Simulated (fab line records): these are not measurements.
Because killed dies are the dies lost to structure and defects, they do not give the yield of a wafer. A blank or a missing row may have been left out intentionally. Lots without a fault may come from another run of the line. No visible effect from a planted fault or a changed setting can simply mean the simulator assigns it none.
Chamber matching ; flow gf180mcu ; GF_V2_CVD_02 on pecvd-01 has 3 sister chambers
The step deposits SiO2 from TEOS, target thk 850 nm, time 94.851 s. 3 wafers are shown with their chamber, then 8 later ones without.

EACH WAFER AND ITS CHAMBER
wafer;chamber;heater power w (W)
L091.4;0;567
L091.6;1;751
L092.1;2;465

WAFERS WHOSE CHAMBER IS MISSING
wafer;heater power w (W)
L092.2;758
L092.3;522
L093.2;838
L093.5;885
L093.6;480
L097.2;545
L097.3;422
L097.6;920

WHICH CHAMBER EACH WENT THROUGH
wafer;from the rows above;in truth
L092.2;1;1
L092.3;can't be placed: 0 or 2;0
L093.2;1;1
L093.5;1;1
L093.6;can't be placed: 2 or 0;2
L097.2;can't be placed: 0 or 2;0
L097.3;can't be placed: 2 or 0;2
L097.6;1;1
Placed correctly: 4 of 8. Not placeable from these rows: 4 (in 4, the candidates include the true chamber). Wrongly placed: 0.
How it was worked out, from the rows above alone: a wafer's distance from a chamber is the root of the sum, over the readings, of the square of ((its reading less the chamber's mean) divided by the reading's scatter). The wafer belongs to the nearest chamber; if the next one is less than 2 further off, it can't be placed. Each chamber's mean is taken over the wafers shown for it. The scatter: with one shown wafer a chamber, the root of the mean of the squares of how far each hidden wafer lies from its nearest shown one.
